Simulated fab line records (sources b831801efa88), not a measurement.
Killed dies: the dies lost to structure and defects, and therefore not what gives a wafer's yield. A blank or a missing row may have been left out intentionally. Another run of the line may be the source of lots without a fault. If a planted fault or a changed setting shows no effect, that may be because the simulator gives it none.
fab line records    flow sfq-line    part 1 of 2: steps 1 to 24 of 34
[record] lots = 5  wafers = 15  last-day = 80
route steps=325 shown M3@125 I3@133 M4@148
lots untouched by any fault: they come from a run of this same line in which no faults occurred
start-h: the number of hours between the record's first day and the start of the first shown wafer of the lot    wait-h: hours from the lot's prior step to this one    " identical to the entry in the row above    L1.1+2: one row covering several wafers at once    - either no value or no given start    * or withheld: withheld    < > ~ a bound
route shown NAME@n: a module of which the file shows steps, and the number in the route of the first    usual: average and standard deviation across the fault-free wafers    same: alike in all rows    chamber/n: place in a boat    sites: per-site readings    _std_site: how widely they spread, as a standard deviation    _edge_site: outer sites' mean less inner sites'    radius-mm: how far each site lies from the wafer's centre    mask NAME#n: copy n    behind: the most recent tool/chamber to have shaped the wafer    hold: cause of the lot's hold/its duration in hours/its outcome    device: whichever transistor did not switch (one of n, p or np)    end of line: the tests these same wafers got at the end of their route    step lacking rows: just its recipe    killed: dies lost to structure and defects at the first sort, not the wafer's yield    map: per-die view of a wafer (x killed, . not killed, _ where there is no die)
set.NAME: the setting the step ran with; set.NAME@STEP: the setting that earlier step ran with    model.NAME: the simulator's own value behind a step, which no gauge read
lots at selected steps of the route; one table per step, one row per wafer
services: a tool's chamber out of use, with start hour (start-h, from the record's first day; less than 0 if before it), hours out, and reason
[[steps]]
[step SFQ_TRILAYER_M3_LITHO_EXPOSE_076]
[recipe] mask-id = M3  na = 0.6  source-shape = conventional  sigma-outer = 0.65  target-cd-nm = 500  dose-mj = 14.4
[same] sigma-outer = 0.65
lot.wafer   tool            chamber  start-h  wait-h  mask
L078.1+4+6  krf-scanner-01  0        714.36   -       M3#0
L082.3+5+6  krf-scanner-01  0        783.07   -       M3#0
L087.2+5+6  krf-scanner-02  0        1037.75  -       M3#0
L090.1+3+4  krf-scanner-02  0        1047.15  -       M3#0
L091.2+3+4  krf-scanner-02  0        1048.55  -       M3#0
[step SFQ_TRILAYER_M3_LITHO_PEB_078]
[recipe] peb-temp-c = 115  peb-time-s = 60  resist = KrF
[usual] exhaust-pa = 45.1/0.88  heater-power-total-W = 79.15/0.068
lot.wafer  tool            chamber  start-h  wait-h  exhaust-pa  heater-power-total-W
L078.1     litho-track-01  0        715.56   1.0     44.3        79.19
L078.4     "               0        "        "       44.0        79.12
L078.6     "               0        "        "       43.3        79.21
L082.3     litho-track-01  0        783.92   0.7     43.6        79.05
L082.5     "               0        "        "       44.4        79.23
L082.6     "               0        "        "       44.3        79.12
L087.2     litho-track-01  0        1038.78  0.8     45.8        79.26
L087.5     "               0        "        "       47.3        79.01
L087.6     "               0        "        "       45.7        79.10
L090.1     litho-track-03  0        1048.35  1.0     46.2        79.15
L090.3     "               0        "        "       45.3        79.14
L090.4     "               0        "        "       45.2        79.03
L091.2     litho-track-03  0        1049.58  0.8     44.8        79.19
L091.3     "               0        "        "       46.7        79.26
L091.4     "               0        "        "       46.5        79.10
[step SFQ_TRILAYER_M3_LITHO_DEVELOP_077]
[recipe] time-s = 60  resist = KrF
[usual] exhaust-pa = 44.9/0.96
lot.wafer  tool            chamber  start-h  wait-h  exhaust-pa
L078.1     litho-track-01  0        715.71   0.1     44.6
L078.4     "               0        "        "       45.4
L078.6     "               0        "        "       43.9
L082.3     litho-track-01  0        784.07   0.1     45.4
L082.5     "               0        "        "       45.1
L082.6     "               0        "        "       45.1
L087.2     litho-track-01  0        1038.93  0.1     43.6
L087.5     "               0        "        "       43.2
L087.6     "               0        "        "       46.4
L090.1     litho-track-03  0        1048.50  0.1     44.9
L090.3     "               0        "        "       45.6
L090.4     "               0        "        "       44.3
L091.2     litho-track-03  0        1049.73  0.1     44.4
L091.3     "               0        "        "       46.0
L091.4     "               0        "        "       46.7
[step SFQ_M3_OVL_MEAS_921]
[usual] M3_OVL = 0/4.9
lot.wafer  tool        chamber  start-h  wait-h  M3_OVL[nm]
L078.1     overlay-02  -        715.86   0.1     4
L078.4     "           -        "        "       1
L078.6     "           -        "        "       -2
L082.3     overlay-02  -        784.18   0.1     3
L082.5     "           -        "        "       -3
L082.6     "           -        "        "       1
L087.2     overlay-01  -        1039.06  0.1     -4
L087.5     "           -        "        "       0
L087.6     "           -        "        "       0
L090.1     overlay-01  -        1048.65  0.1     13
L090.3     "           -        "        "       14
L090.4     "           -        "        "       9
L091.2     overlay-02  -        1049.86  0.1     11
L091.3     "           -        "        "       7
L091.4     "           -        "        "       5
[step SFQ_TRILAYER_M3_BARC_OPEN_METAL_ETCH_100]
[recipe] mask-material = PR  chemistry = O2  target-depth-nm = 125  target = BARC  icp-w = 600  bias-w = 80  pressure-mtorr = 10  time-s = 41.7
[usual] drypump-motor-current-A = 5.9/0.48  oes-product-au = 0.685/0.0048
lot.wafer  tool          chamber  start-h  wait-h  drypump-motor-current-A  oes-product-au  rf-hours-counter-h
L078.1     rie-metal-01  1        715.90   0.0     5.7                      0.688           160
L078.4     "             0        "        "       5.8                      0.691           -
L078.6     "             0        "        "       5.7                      0.685           -
L082.3     rie-metal-01  0        784.25   0.1     5.8                      0.678           -
L082.5     "             0        "        "       5.8                      0.680           -
L082.6     "             0        "        "       5.8                      0.687           -
L087.2     rie-metal-02  1        1039.09  0.0     5.2                      0.676           145
L087.5     "             1        "        "       5.2                      0.684           -
L087.6     "             0        "        "       6.5                      0.683           -
L090.1     rie-metal-02  1        1048.69  0.0     5.2                      0.688           146
L090.3     "             1        "        "       5.2                      0.693           -
L090.4     "             0        "        "       6.5                      0.690           -
L091.2     rie-metal-03  1        1049.89  0.0     6.3                      0.690           147
L091.3     "             0        "        "       5.6                      0.683           -
L091.4     "             1        "        "       6.3                      0.685           -
[step SFQ_TRILAYER_M3_ETCH_METAL_ETCH_078]
[recipe] target = Nb  stop-on = SiO2  mask-material = PR  chemistry = Cl2/Ar  target-depth-nm = 240  icp-w = 600  bias-w = 80  pressure-mtorr = 10  time-s = 120
[usual] drypump-motor-current-A = 5.9/0.48  oes-product-au = 0.891/0.0073
lot.wafer  tool          chamber  start-h  wait-h  drypump-motor-current-A  oes-product-au  rf-hours-counter-h
L078.1     rie-metal-01  1        715.96   0.0     5.7                      0.889           160
L078.4     "             0        "        "       5.7                      0.889           -
L078.6     "             0        "        "       5.8                      0.887           -
L082.3     rie-metal-01  0        784.41   0.1     5.8                      0.886           -
L082.5     "             0        "        "       5.9                      0.893           -
L082.6     "             0        "        "       5.8                      0.889           -
L087.2     rie-metal-02  1        1039.15  0.0     5.2                      0.885           145
L087.5     "             1        "        "       5.2                      0.895           -
L087.6     "             0        "        "       6.5                      0.901           -
L090.1     rie-metal-02  1        1048.75  0.0     5.2                      0.898           146
L090.3     "             1        "        "       5.2                      0.893           -
L090.4     "             0        "        "       6.5                      0.886           -
L091.2     rie-metal-03  1        1049.95  0.0     6.3                      0.901           147
L091.3     "             0        "        "       5.5                      0.881           -
L091.4     "             1        "        "       6.3                      0.875           -
[step SFQ_TRILAYER_M3_STRIP_STRIP_079]
[recipe] gas = O2  power-w = 200  platen-temp-c = 40  overash-fraction = 0.65  chemistry = O2  pressure-mtorr = 50
[usual] drypump-motor-current-A = 5.9/0.48  oes-product-au = 1.000/0.008
lot.wafer  tool          chamber  start-h  wait-h  drypump-motor-current-A  oes-product-au  rf-hours-counter-h
L078.1     rie-metal-01  1        716.08   0.1     5.8                      1.001           160
L078.4     "             0        "        "       5.8                      0.994           -
L078.6     "             0        "        "       5.8                      0.993           -
L082.3     rie-metal-01  0        784.98   0.5     5.8                      0.995           -
L082.5     "             0        "        "       5.8                      0.990           -
L082.6     "             0        "        "       5.8                      0.987           -
L087.2     rie-metal-02  1        1039.27  0.1     5.2                      1.002           145
L087.5     "             1        "        "       5.2                      0.999           -
L087.6     "             0        "        "       6.5                      1.006           -
L090.1     rie-metal-02  1        1048.87  0.1     5.2                      0.993           146
L090.3     "             1        "        "       5.2                      0.992           -
L090.4     "             0        "        "       6.5                      1.000           -
L091.2     rie-metal-03  1        1050.07  0.1     6.3                      1.000           147
L091.3     "             0        "        "       5.6                      0.993           -
L091.4     "             1        "        "       6.3                      1.003           -
[step SFQ_TRILAYER_M3_STRIP_SOLV_CLEAN_080]
[recipe] chemistry = NMP  temp-c = 70  time-s = 600
lot.wafer   tool          chamber  start-h  wait-h
L078.1+4+6  wet-bench-01  4,5,1    716.68   0.4
L082.3+5+6  wet-bench-01  1,0,3    785.78   0.6
L087.2+5+6  wet-bench-01  6,4,5    1039.87  0.4
L090.1+3+4  wet-bench-02  2,5,0    1049.47  0.4
L091.2+3+4  wet-bench-01  2,3,5    1050.67  0.4
[step SFQ_TRILAYER_I3_DEP_PECVD_081]
[recipe] material = SiO2  temp-c = 150  time-s = 111.11  pressure-torr = 2.4  rf-w = 183.3  precursor = SiH4/N2O  target-thk-nm = 500
[usual] heater-power-w = 83/7.1  showerhead-vpp-V = 831/50  throttle-valve-pct = 24.2/1.1
lot.wafer  tool      chamber  start-h  wait-h  heater-power-w  showerhead-vpp-V  throttle-valve-pct
L078.1     pecvd-04  2        716.86   0.0     87              757               24.0
L078.4     "         0        "        "       90              925               23.3
L078.6     "         1        "        "       71              806               25.0
L082.3     pecvd-04  1        785.97   0.0     77              804               25.0
L082.5     "         2        "        "       91              767               23.8
L082.6     "         0        "        "       93              918               23.5
L087.2     pecvd-04  2        1040.05  0.0     82              757               23.8
L087.5     "         0        "        "       90              907               23.4
L087.6     "         1        "        "       72              819               25.3
L090.1     pecvd-01  1        1049.65  0.0     83              822               24.7
L090.3     "         2        "        "       91              819               26.4
L090.4     "         1        "        "       87              812               24.9
L091.2     pecvd-04  0        1050.85  0.0     94              922               23.4
L091.3     "         2        "        "       84              762               24.1
L091.4     "         1        "        "       78              816               25.3
[step SFQ_TRILAYER_I3_CMP_CMP_082]
[recipe] material = SiO2  down-force-psi = 3  platen-rpm = 60  pad-velocity-m-s = 0.94248
[usual] motor-current-A = 10.5/0.92  retaining-ring-pressure-frac = 1.000/0.0046  time-to-endpoint-s = 215/7
lot.wafer  tool    chamber  start-h  wait-h  motor-current-A  retaining-ring-pressure-frac  time-to-endpoint-s
L078.4     cmp-02  3        718.09   1.2     9.7              0.997                         213
L078.1     "       0        "        "       11.1             0.999                         223
L078.6     "       1        "        "       8.9              0.996                         222
L082.3     cmp-02  0        793.56   7.6     10.9             1.003                         211
L082.6     "       3        795.06   9.0     10.7             1.001                         208
L082.5     "       0        "        "       10.6             1.004                         214
L087.2     cmp-01  1        1044.50  4.4     11.9             0.993                         212
L087.6     "       2        "        "       10.2             1.006                         204
L087.5     "       3        "        "       10.8             1.009                         215
L090.4     cmp-02  0        1053.88  4.2     10.8             0.994                         219
L090.3     "       1        "        "       8.9              1.000                         217
L090.1     "       3        1055.38  5.7     10.2             0.999                         215
L091.2     cmp-01  3        1055.50  4.6     11.3             1.002                         213
L091.3     "       0        "        "       12.0             1.005                         213
L091.4     "       1        "        "       11.2             1.003                         212
[step SFQ_I3_BOW_MEAS_922]
[recipe] mode = bow
[usual] I3_BOW = 2/10
lot.wafer  tool           chamber  start-h  wait-h  I3_BOW[um]
L078.1     film-metro-01  -        720.09   1.0     2
L078.4     "              -        "        "       -6
L078.6     "              -        "        "       -7
L082.3     film-metro-01  -        796.10   2.0     -11
L082.5     "              -        "        "       10
L082.6     "              -        "        "       7
L087.2     film-metro-01  -        1046.02  1.0     5
L087.5     "              -        "        "       12
L087.6     "              -        "        "       11
L090.1     film-metro-04  -        1056.88  1.0     20
L090.3     "              -        "        "       15
L090.4     "              -        "        "       10
L091.2     film-metro-01  -        1058.02  2.0     2
L091.3     "              -        "        "       3
L091.4     "              -        "        "       -3
[step SFQ_TRILAYER_I3_METRO_MEASURE_083]
[usual] thk-nm = 199.8/1.1
lot.wafer  tool           chamber  start-h  wait-h  thk-nm
L078.1     film-metro-01  -        720.21   0.1     200.8
L078.4     "              -        "        "       200.7
L078.6     "              -        "        "       200.6
L082.3     film-metro-01  -        796.58   0.5     199.1
L082.5     "              -        "        "       200.3
L082.6     "              -        "        "       200.2
L087.2     film-metro-01  -        1046.32  0.3     198.7
L087.5     "              -        "        "       199.4
L087.6     "              -        "        "       198.7
L090.1     film-metro-04  -        1057.00  0.1     200.9
L090.3     "              -        "        "       202.1
L090.4     "              -        "        "       200.9
L091.2     film-metro-01  -        1058.32  0.3     199.5
L091.3     "              -        "        "       199.6
L091.4     "              -        "        "       199.4
[step SFQ_TRILAYER_I3_VIA_LITHO_COAT_090]
[recipe] resist = BARC  spin-rpm = 3000  resist-thk-nm = 62
[usual] exhaust-pa = 45.2/0.9
lot.wafer  tool            chamber  start-h  wait-h  exhaust-pa
L078.1     litho-track-01  0        721.41   1.0     44.3
L078.4     "               0        "        "       44.7
L078.6     "               0        "        "       45.8
L082.3     litho-track-04  0        797.48   0.7     44.9
L082.5     "               0        "        "       44.9
L082.6     "               0        "        "       44.0
L087.2     litho-track-01  0        1047.37  0.8     46.2
L087.5     "               0        "        "       44.5
L087.6     "               0        "        "       46.2
L090.1     litho-track-01  0        1058.20  1.0     45.7
L090.3     "               0        "        "       46.6
L090.4     "               0        "        "       45.4
L091.2     litho-track-02  0        1059.37  0.8     46.1
L091.3     "               0        "        "       45.2
L091.4     "               0        "        "       45.4
[step SFQ_TRILAYER_I3_VIA_LITHO_COAT_085]
[recipe] resist = KrF  spin-rpm = 3000  resist-thk-nm = 650
[usual] exhaust-pa = 44.9/0.85
lot.wafer  tool            chamber  start-h  wait-h  exhaust-pa
L078.1     litho-track-01  0        721.71   0.2     44.8
L078.4     "               0        "        "       44.9
L078.6     "               0        "        "       45.8
L082.3     litho-track-04  0        797.78   0.2     42.8
L082.5     "               0        "        "       44.1
L082.6     "               0        "        "       44.0
L087.2     litho-track-01  0        1047.67  0.2     45.5
L087.5     "               0        "        "       44.6
L087.6     "               0        "        "       46.3
L090.1     litho-track-01  0        1058.50  0.2     46.2
L090.3     "               0        "        "       46.7
L090.4     "               0        "        "       45.9
L091.2     litho-track-02  0        1059.67  0.2     45.2
L091.3     "               0        "        "       45.3
L091.4     "               0        "        "       45.8
[step SFQ_TRILAYER_I3_VIA_LITHO_SOFTBAKE_089]
[recipe] temp-c = withheld  time-s = withheld  resist = KrF
[usual] exhaust-pa = 44.8/0.85
lot.wafer  tool            chamber  start-h  wait-h  exhaust-pa
L078.1     litho-track-01  0        722.01   0.2     46.7
L078.4     "               0        "        "       46.6
L078.6     "               0        "        "       46.7
L082.3     litho-track-04  0        798.03   0.2     44.5
L082.5     "               0        "        "       44.6
L082.6     "               0        "        "       44.6
L087.2     litho-track-01  0        1047.95  0.2     44.0
L087.5     "               0        "        "       44.4
L087.6     "               0        "        "       44.5
L090.1     litho-track-01  0        1058.80  0.2     45.7
L090.3     "               0        "        "       45.2
L090.4     "               0        "        "       45.3
L091.2     litho-track-02  0        1059.95  0.2     45.1
L091.3     "               0        "        "       45.4
L091.4     "               0        "        "       42.7
[step SFQ_TRILAYER_I3_VIA_LITHO_EXPOSE_086]
[recipe] mask-id = I3  na = 0.6  source-shape = conventional  sigma-outer = 0.65  target-cd-nm = 500  dose-mj = 21.3
[same] sigma-outer = 0.65
lot.wafer   tool            chamber  start-h  wait-h  mask
L078.1+4+6  krf-scanner-02  0        875.15   -       I3#0
L082.3+5+6  krf-scanner-01  0        899.28   -       I3#0
L087.2+5+6  krf-scanner-01  0        -        -       I3#0
L090.1+3+4  krf-scanner-01  0        1058.95  -       I3#0
L091.2+3+4  krf-scanner-01  0        1060.35  -       I3#0
[step SFQ_TRILAYER_I3_VIA_LITHO_PEB_088]
[recipe] peb-temp-c = 115  peb-time-s = 60  resist = KrF
[usual] exhaust-pa = 44.9/0.96  heater-power-total-W = 79.15/0.065
lot.wafer  tool            chamber  start-h  wait-h  exhaust-pa  heater-power-total-W
L078.1     litho-track-02  0        876.35   1.0     46.2        79.16
L078.4     "               0        "        "       45.2        79.16
L078.6     "               0        "        "       45.6        79.00
L082.3     litho-track-01  0        900.13   0.7     45.5        79.20
L082.5     "               0        "        "       45.5        79.19
L082.6     "               0        "        "       45.6        79.13
L087.2     litho-track-02  0        -        -       45.2        79.17
L087.5     "               0        "        "       44.4        79.19
L087.6     "               0        "        "       46.1        79.12
L090.1     litho-track-02  0        1060.15  1.0     45.5        79.21
L090.3     "               0        "        "       43.7        79.18
L090.4     "               0        "        "       45.0        79.13
L091.2     litho-track-04  0        1061.38  0.8     45.2        79.08
L091.3     "               0        "        "       46.1        79.20
L091.4     "               0        "        "       44.7        79.18
[step SFQ_TRILAYER_I3_VIA_LITHO_DEVELOP_087]
[recipe] time-s = 60  resist = KrF
[usual] exhaust-pa = 45.2/0.85
lot.wafer  tool            chamber  start-h  wait-h  exhaust-pa
L078.1     litho-track-02  0        876.50   0.1     46.1
L078.4     "               0        "        "       46.4
L078.6     "               0        "        "       45.3
L082.3     litho-track-01  0        900.28   0.1     43.6
L082.5     "               0        "        "       45.1
L082.6     "               0        "        "       43.9
L087.2     litho-track-02  0        1049.89  0.1     43.7
L087.5     "               0        "        "       45.3
L087.6     "               0        "        "       46.0
L090.1     litho-track-02  0        1060.30  0.1     44.6
L090.3     "               0        "        "       45.2
L090.4     "               0        "        "       44.7
L091.2     litho-track-04  0        1061.53  0.1     45.5
L091.3     "               0        "        "       45.6
L091.4     "               0        "        "       44.9
[step SFQ_I3_OVL_MEAS_923]
[usual] I3_OVL = 2/6.4
lot.wafer  tool        chamber  start-h  wait-h  I3_OVL[nm]
L078.1     overlay-01  -        876.65   0.1     17
L078.4     "           -        "        "       11
L078.6     "           -        "        "       3
L082.3     overlay-01  -        900.39   0.1     4
L082.5     "           -        "        "       7
L082.6     "           -        "        "       -2
L087.2     overlay-01  -        1050.02  0.1     -4
L087.5     "           -        "        "       3
L087.6     "           -        "        "       -3
L090.1     overlay-02  -        1060.45  0.1     7
L090.3     "           -        "        "       16
L090.4     "           -        "        "       21
L091.2     overlay-02  -        1061.66  0.1     -2
L091.3     "           -        "        "       2
L091.4     "           -        "        "       -3
[step SFQ_TRILAYER_I3_VIA_BARC_OPEN_VIA_ETCH_121]
[recipe] mask-material = PR  chemistry = O2  target-depth-nm = 125  target = BARC  source-w = 500  bias-w = 80  pressure-mtorr = 30  time-s = 41.7
[usual] drypump-motor-current-A = 5.7/0.59  oes-product-au = 0.685/0.0041
lot.wafer  tool         chamber  start-h  wait-h  drypump-motor-current-A  oes-product-au  rf-hours-counter-h
L078.1     rie-diel-04  0        876.68   0.0     6.1                      0.683           19
L078.4     "            3        "        "       5.6                      0.692           14
L078.6     "            2        "        "       6.1                      0.680           -
L082.3     rie-diel-01  1        900.42   0.0     4.8                      0.679           6
L082.5     "            0        "        "       6.6                      0.684           -
L082.6     "            1        "        "       4.8                      0.683           -
L087.2     rie-diel-02  2        1050.05  0.0     5.4                      0.692           10
L087.5     "            3        "        "       6.2                      0.686           -
L087.6     "            0        "        "       6.4                      0.684           -
L090.1     rie-diel-04  2        1060.49  0.0     6.1                      0.682           6
L090.3     "            1        "        "       5.3                      0.687           6
L090.4     "            3        "        "       5.5                      0.683           17
L091.2     rie-diel-01  3        1061.69  0.0     4.8                      0.686           5
L091.3     "            1        "        "       4.8                      0.684           9
L091.4     "            0        "        "       6.6                      0.684           11
[step SFQ_TRILAYER_I3_VIA_ETCH_VIA_ETCH_088]
[recipe] target = SiO2  stop-on = Nb  mask-material = PR  taper-deg = 20  chemistry = CHF3  target-depth-nm = 260  source-w = 500  bias-w = 80  pressure-mtorr = 30  time-s = withheld
[usual] drypump-motor-current-A = 5.7/0.59  oes-product-au = 0.855/0.0054
lot.wafer  tool         chamber  start-h  wait-h  drypump-motor-current-A  oes-product-au
L078.1     rie-diel-04  0        876.72   0.0     6.1                      0.860
L078.4     "            3        "        "       5.5                      0.855
L078.6     "            2        "        "       6.1                      0.860
L082.3     rie-diel-01  1        900.45   0.0     4.8                      0.857
L082.5     "            0        "        "       6.5                      0.855
L082.6     "            1        "        "       4.8                      0.866
L087.2     rie-diel-02  2        1050.09  0.0     5.4                      0.852
L087.5     "            3        "        "       6.3                      0.858
L087.6     "            0        "        "       6.4                      0.851
L090.1     rie-diel-04  2        1060.53  0.0     6.1                      0.859
L090.3     "            1        "        "       5.4                      0.858
L090.4     "            3        "        "       5.5                      0.861
L091.2     rie-diel-01  3        1061.73  0.0     4.9                      0.858
L091.3     "            1        "        "       4.8                      0.842
L091.4     "            0        "        "       6.6                      0.853
[step SFQ_TRILAYER_I3_VIA_STRIP_STRIP_089]
[recipe] gas = O2  power-w = 200  platen-temp-c = 40  overash-fraction = 0.65  chemistry = O2  pressure-mtorr = 50
[usual] drypump-motor-current-A = 5.9/0.36  oes-product-au = 0.998/0.011
lot.wafer  tool          chamber  start-h  wait-h  drypump-motor-current-A  oes-product-au  rf-hours-counter-h
L078.1     rie-metal-04  1        876.84   -       5.7                      1.021           139
L078.4     "             1        "        "       5.7                      1.010           -
L078.6     "             0        "        "       6.3                      1.002           -
L082.3     rie-metal-02  1        900.77   -       5.2                      0.988           -
L082.5     "             0        "        "       6.5                      0.998           -
L082.6     "             1        "        "       5.2                      0.987           -
L087.2     rie-metal-04  0        1050.21  -       6.3                      1.016           67
L087.5     "             1        "        "       5.7                      0.988           -
L087.6     "             0        "        "       6.3                      1.011           -
L090.1     rie-metal-01  0        1060.64  -       5.7                      0.999           12
L090.3     "             1        "        "       5.8                      0.990           -
L090.4     "             0        "        "       5.8                      1.001           -
L091.2     rie-metal-02  1        1061.84  -       5.2                      0.980           148
L091.3     "             0        "        "       6.5                      0.999           -
L091.4     "             1        "        "       5.2                      1.001           -
[step SFQ_TRILAYER_I3_VIA_STRIP_SOLV_CLEAN_090]
[recipe] chemistry = NMP  temp-c = 70  time-s = 600
lot.wafer   tool          chamber  start-h  wait-h
L078.1+4+6  wet-bench-01  7,4,2    877.44   0.4
L082.3+5+6  wet-bench-01  2,1,0    901.17   0.2
L087.2+5+6  wet-bench-04  6,7,3    1051.01  0.5
L090.1+3+4  wet-bench-01  0,6,5    1061.24  0.4
L091.2+3+4  wet-bench-03  4,3,7    1062.44  0.4
[step SFQ_TRILAYER_M4_DEP_PRE_CLEAN_092]
[recipe] gas = Ar  time-s = 22.5  bias-v = 250
lot.wafer   tool            chamber  start-h  wait-h
L078.1+4+6  pvd-sputter-03  -        877.79   0.0
L082.3+5+6  pvd-sputter-03  -        901.34   0.0
L087.2+5+6  pvd-sputter-06  -        1051.18  0.0
L090.1+3+4  pvd-sputter-04  -        1061.42  0.0
L091.2+3+4  pvd-sputter-03  -        1062.62  0.0
